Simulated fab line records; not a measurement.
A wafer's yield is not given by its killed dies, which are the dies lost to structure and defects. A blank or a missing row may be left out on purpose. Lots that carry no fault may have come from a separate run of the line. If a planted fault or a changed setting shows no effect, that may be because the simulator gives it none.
fab line records ; flow gf180mcu
record: lots: 6; wafers: 18; last-day: 34
route steps=602 shown HV_LDD@182
lots that met no fault: taken from a fault-free run of the same line
start-h: start of the lot's first displayed wafer, in hours after the record's first day ; wait-h: hours from the lot's prior step to this one ; " as in the row above ; L1.1+2: one row covering several wafers at once ; - value missing, or start not given ; * or withheld: withheld ; < > ~ a bound
route shown NAME@n: a module of which the file shows steps, and the number in the route of the first ; usual: the fault-free wafers' mean and standard deviation ; same: alike in all rows ; chamber/n: place in a boat ; sites: readings site by site ; _std_site: the values' standard deviation ; _edge_site: outer sites' mean less inner sites' ; radius-mm: how far each site lies from the wafer's centre ; mask NAME#n: copy n ; behind: the most recent tool/chamber to have shaped the wafer ; hold: what put the lot on hold/how long, in hours/how the hold closed ; device: whichever transistor did not switch (one of n, p or np) ; end of line: tests of these same wafers at the route's end ; a step given without rows: its recipe and nothing more ; killed: the dies lost at the first sort to structure and to defects; this is not the yield of the wafer ; map: per-die view of a wafer (x killed, . not killed, _ where there is no die)
set.NAME: the setting that was run; set.NAME@STEP: the one run at that earlier step ; model.NAME: the simulator's own value behind a step, which no gauge read
lots at selected steps of the route; one table per step, one row per wafer
services: the hour from which a tool's chamber was out of use, counted from the record's first day as start-h (under 0 if before that day), plus the number of hours and why
== steps ==
step: GF_HV_LDD_DEVELOP_06
recipe: develop-time-s: 60; dev-temp-c: 23
step: GF_HV_LDD_CD_MEAS_07
recipe: target-cd-nm: 400
usual: cd-nm: 399.9/1.7
lot.wafer;tool;chamber;start-h;wait-h;cd-nm
L553.1;cd-sem-02;-;225.29;0.1;400.0
L553.4;cd-sem-02;-;225.29;0.1;400.3
L553.5;cd-sem-02;-;225.29;0.1;399.1
L558.4;cd-sem-02;-;256.93;0.1;396.0
L558.5;cd-sem-02;-;256.93;0.1;395.7
L558.6;cd-sem-02;-;256.93;0.1;396.7
L562.1;cd-sem-01;-;289.65;0.1;401.3
L562.3;cd-sem-01;-;289.65;0.1;397.6
L562.5;cd-sem-01;-;289.65;0.1;401.3
L563.2;cd-sem-02;-;298.06;0.1;398.2
L563.3;cd-sem-02;-;298.06;0.1;398.4
L563.5;cd-sem-02;-;298.06;0.1;397.9
L573.1;cd-sem-02;-;376.58;0.1;398.9
L573.2;cd-sem-02;-;376.58;0.1;398.6
L573.3;cd-sem-02;-;376.58;0.1;399.7
L575.2;cd-sem-01;-;385.69;0.1;403.5
L575.3;cd-sem-01;-;385.69;0.1;401.3
L575.6;cd-sem-01;-;385.69;0.1;401.3
step: GF_HV_LDD_OVL_MEAS_08
usual: HV_LDD_OVL: 0.0/1.6
lot.wafer;tool;chamber;start-h;wait-h;HV_LDD_OVL[nm]
L553.1;overlay-02;-;225.41;0.1;-1.1
L553.4;overlay-02;-;225.41;0.1;-1.1
L553.5;overlay-02;-;225.41;0.1;-0.6
L558.4;overlay-02;-;257.01;0.1;0.3
L558.5;overlay-02;-;257.01;0.1;0.3
L558.6;overlay-02;-;257.01;0.1;1.1
L562.1;overlay-01;-;289.77;0.1;0.0
L562.3;overlay-01;-;289.77;0.1;0.4
L562.5;overlay-01;-;289.77;0.1;0.7
L563.2;overlay-02;-;298.16;0.1;-0.8
L563.3;overlay-02;-;298.16;0.1;-1.5
L563.5;overlay-02;-;298.16;0.1;-2.2
L573.1;overlay-02;-;376.70;0.1;0.1
L573.2;overlay-02;-;376.70;0.1;0.0
L573.3;overlay-02;-;376.70;0.1;0.7
L575.2;overlay-01;-;385.80;0.1;0.4
L575.3;overlay-01;-;385.80;0.1;1.0
L575.6;overlay-01;-;385.80;0.1;-0.3
step: GF_HV_LDD_IMPLANT_09
recipe: species: As; energy-kev: 40; dose-cm2: 1.033e+14; tilt-deg: 7
step: GF_HV_LDD_STRIP_10
recipe: chemistry: O2/N2; power-w: 1400; pressure-mtorr: 1500; platen-temp-c: 250; o2-flow-sccm: 3000; n2-flow-sccm: 300; overash-fraction: 0.5
usual: drypump-motor-current-A: 5.6/0.52; heater-power-w: 335/28; n2-flow-sccm: 300.0/0.94; oes-product-au: 0.716/0.0048; strip-time-to-endpoint-s: 12.64/0.033
same: overash-fraction: 0.5
lot.wafer;tool;chamber;start-h;wait-h;drypump-motor-current-A;heater-power-w;n2-flow-sccm;oes-product-au;rf-hours-counter-h;strip-time-to-endpoint-s
L553.1;plasma-asher-02;0;225.59;0.1;6.1;358;299.5;0.719;11;12.61
L553.4;plasma-asher-02;1;225.59;0.1;5.9;327;299.6;0.711;-;12.64
L553.5;plasma-asher-02;0;225.59;0.1;6.2;356;300.2;0.718;-;12.62
L558.4;plasma-asher-01;1;257.21;0.1;5.8;329;298.8;0.715;-;12.65
L558.5;plasma-asher-01;1;257.21;0.1;5.8;329;299.0;0.717;-;12.66
L558.6;plasma-asher-01;0;257.21;0.1;4.9;361;301.4;0.721;-;12.65
L562.1;plasma-asher-01;1;289.96;0.1;5.8;332;298.9;0.710;49;12.61
L562.3;plasma-asher-01;1;289.96;0.1;5.8;323;299.8;0.709;-;12.62
L562.5;plasma-asher-01;0;289.96;0.1;4.8;373;300.3;0.720;-;12.65
L563.2;plasma-asher-01;0;298.34;0.1;4.9;360;300.3;0.708;50;12.70
L563.3;plasma-asher-01;1;298.34;0.1;5.8;330;301.6;0.710;-;12.68
L563.5;plasma-asher-01;1;298.34;0.1;5.8;345;301.7;0.711;-;12.68
L573.1;plasma-asher-03;1;376.89;0.1;6.2;349;299.2;0.719;75;12.63
L573.2;plasma-asher-03;0;376.89;0.1;5.1;279;300.9;0.715;75;12.62
L573.3;plasma-asher-03;1;376.89;0.1;6.2;349;300.7;0.713;-;12.66
L575.2;plasma-asher-01;1;385.98;0.1;5.8;333;299.9;0.725;59;12.56
L575.3;plasma-asher-01;0;385.98;0.1;4.9;368;298.7;0.720;-;12.56
L575.6;plasma-asher-01;1;385.98;0.1;5.8;330;299.9;0.724;-;12.57
step: GF_HV_LDD_TW_MEAS_11
usual: HV_LDD_TW: 2414/34
lot.wafer;tool;chamber;start-h;wait-h;HV_LDD_TW
L553.1;film-metro-02;-;225.69;0.1;2473
L553.4;film-metro-02;-;225.69;0.1;2469
L553.5;film-metro-02;-;225.69;0.1;2458
L558.4;film-metro-03;-;257.31;0.1;2385
L558.5;film-metro-03;-;257.31;0.1;2388
L558.6;film-metro-03;-;257.31;0.1;2385
L562.1;film-metro-04;-;290.06;0.1;2434
L562.3;film-metro-04;-;290.06;0.1;2439
L562.5;film-metro-04;-;290.06;0.1;2449
L563.2;film-metro-03;-;298.45;0.1;2378
L563.3;film-metro-03;-;298.45;0.1;2382
L563.5;film-metro-03;-;298.45;0.1;2388
L573.1;film-metro-04;-;376.99;0.1;2440
L573.2;film-metro-04;-;376.99;0.1;2446
L573.3;film-metro-04;-;376.99;0.1;2429
L575.2;film-metro-03;-;386.09;0.1;2399
L575.3;film-metro-03;-;386.09;0.1;2398
L575.6;film-metro-03;-;386.09;0.1;2396
step: GF_HV_LDD_DEHYDRATE_12
recipe: temp-c: 200; time-s: 60
step: GF_HV_LDD_HMDS_13
recipe: prime-time-s: 60; prime-temp-c: 120
step: GF_HV_LDD_COAT_14
recipe: resist: NOVOLAK; spin-rpm: 3000; resist-thk-nm: 1000
step: GF_HV_LDD_SOFTBAKE_15
recipe: temp-c: 90; time-s: 60; resist: NOVOLAK
step: GF_HV_LDD_EXPOSE_16
recipe: mask-id: Pplus_LV_AREA; target-cd-nm: 400; na: 0.6; source-shape: conventional; sigma-outer: 0.6; dose-mj: 140
step: GF_HV_LDD_PEB_17
recipe: temp-c: withheld; time-s: *; resist: NOVOLAK
step: GF_HV_LDD_DEVELOP_18
recipe: develop-time-s: 60; dev-temp-c: 23
usual: chill-plate-temp-C: 23.00/0.097; develop-time-s: 60/0
lot.wafer;tool;chamber;start-h;wait-h;chill-plate-temp-C;develop-time-s
L553.1;litho-track-03;0;243.52;0.1;23.06;60
L553.4;litho-track-03;0;243.52;0.1;23.05;60
L553.5;litho-track-03;0;243.52;0.1;23.04;60
L558.4;litho-track-02;0;276.88;0.1;22.88;60
L558.5;litho-track-02;0;276.88;0.1;22.96;60
L558.6;litho-track-02;0;276.88;0.1;23.07;60
L562.1;litho-track-04;-;309.94;0.1;-;-
L562.3;litho-track-04;-;309.94;0.1;-;-
L562.5;litho-track-04;-;309.94;0.1;-;-
L563.2;litho-track-02;-;318.88;0.1;-;-
L563.3;litho-track-02;-;318.88;0.1;-;-
L563.5;litho-track-02;-;318.88;0.1;-;-
L573.1;litho-track-04;0;399.23;0.1;22.92;60
L573.2;litho-track-04;0;399.23;0.1;22.83;60
L573.3;litho-track-04;0;399.23;0.1;22.92;60
L575.2;litho-track-04;0;409.21;0.1;22.84;60
L575.3;litho-track-04;0;409.21;0.1;22.87;60
L575.6;litho-track-04;0;409.21;0.1;22.83;60
step: GF_HV_LDD_CD_MEAS_19
recipe: target-cd-nm: 400
usual: cd-nm: 400.3/2.2
lot.wafer;tool;chamber;start-h;wait-h;cd-nm
L553.1;cd-sem-02;-;243.67;0.1;402.6
L553.4;cd-sem-02;-;243.67;0.1;402.0
L553.5;cd-sem-02;-;243.67;0.1;402.0
L558.4;cd-sem-01;-;277.01;0.1;401.8
L558.5;cd-sem-01;-;277.01;0.1;399.9
L558.6;cd-sem-01;-;277.01;0.1;398.2
L562.1;cd-sem-02;-;310.09;0.1;-
L562.3;cd-sem-02;-;310.09;0.1;-
L562.5;cd-sem-02;-;310.09;0.1;-
L563.2;cd-sem-01;-;319.02;0.1;-
L563.3;cd-sem-01;-;319.02;0.1;-
L563.5;cd-sem-01;-;319.02;0.1;-
L573.1;cd-sem-01;-;399.38;0.1;398.9
L573.2;cd-sem-01;-;399.38;0.1;401.0
L573.3;cd-sem-01;-;399.38;0.1;402.6
L575.2;cd-sem-02;-;409.35;0.1;398.6
L575.3;cd-sem-02;-;409.35;0.1;396.9
L575.6;cd-sem-02;-;409.35;0.1;397.6
== services ==
tool;chamber;start-h;hours;kind
plasma-asher-01;-;204.36;1.4;repair
plasma-asher-01;-;257.84;2.9;repair
plasma-asher-03;-;304.91;2.4;repair
plasma-asher-01;-;308.38;1.3;repair
plasma-asher-01;-;317.60;1.8;repair
plasma-asher-02;-;384.33;14.6;pm
== key ==
first-sign: step: GF_HV_LDD_DEVELOP_18; reading: tool-record; direction: missing
effect none on later readings
met-at GF_HV_LDD_DEVELOP_18
struck-wafers L562.1,L562.3,L562.5,L563.2,L563.3,L563.5
later-rows-left-out L562.1,L562.3,L562.5,L563.2,L563.3,L563.5
sort-left-out L562.1,L562.3,L562.5,L563.2,L563.3,L563.5
tester-left-out L562,L563
onset-between 276.88 309.94
fault: kind: skipped-step-whole; tool: litho-track-02,litho-track-04; chamber: -; onset-h: 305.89; steps: GF_HV_LDD_DEVELOP_18; scope: struck-lots-only
tester-left-out: of these lots the tester's yield and bins aren't shown, on N5 and GAA mostly nor the transistor test; their killed dies are dies lost to structure and defects alone, not to doping, threshold or leakage, so they don't give the yield
sort-left-out: the simulated sort isn't trusted on such a fault, so these wafers' sort isn't shown, and their yield isn't known
later-rows-left-out: the simulator's readings of these wafers behind a module that went badly wrong aren't trusted and aren't shown, but for the sort
